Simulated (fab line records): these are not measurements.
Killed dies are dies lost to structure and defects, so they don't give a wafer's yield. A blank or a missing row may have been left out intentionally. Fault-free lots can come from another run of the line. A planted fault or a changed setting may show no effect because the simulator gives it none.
Chamber matching -- flow gf180mcu -- GF_V1_CMP_26 on cmp-02 has 4 sister chambers
The step polishes, stops on SiO2, t overpolish 15 s, target thk 0 nm. 7 wafers are shown with their chamber, then 7 later ones without.

## EACH WAFER AND ITS CHAMBER
wafer,chamber,motorCurrentA (A),timeToEndpointS (s)
L704.1,2,11.2,85
L706.6,1,10.0,83
L707.6,0,11.0,83
L712.3,0,11.2,83
L712.4,3,9.1,89
L712.5,2,11.0,87
L713.1,3,9.0,89

## WAFERS WHOSE CHAMBER IS MISSING
wafer,motorCurrentA (A),timeToEndpointS (s)
L713.3,11.0,83
L713.4,9.8,88
L716.1,11.2,85
L716.4,9.2,84
L716.6,11.1,82
L722.1,9.4,84
L722.6,9.1,78

## CHAMBER TAKEN BY EACH
wafer,from the rows above,in truth
L713.3,0,0
L713.4,can't be placed: 3 or 1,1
L716.1,can't be placed: 2 or 0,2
L716.4,can't be placed: 3 or 1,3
L716.6,0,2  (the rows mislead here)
L722.1,can't be placed: 1 or 3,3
L722.6,1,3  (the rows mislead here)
Correctly placed: 1 of 7. These rows do not allow placing 4 (true chamber among the candidates in 4). Wrongly placed: 2.
How it was worked out, from the rows above alone: a wafer's distance from a chamber is the root of the sum, over the readings, of the square of ((its reading less the chamber's mean) divided by the reading's scatter). The wafer belongs to the nearest chamber; if the next one is less than 2 further off, it can't be placed. The mean given for a chamber averages the wafers shown for that chamber. The scatter is the square root of a quotient: the sum, over the shown wafers, of each reading's squared deviation from its chamber's mean, divided by wafers minus chambers.
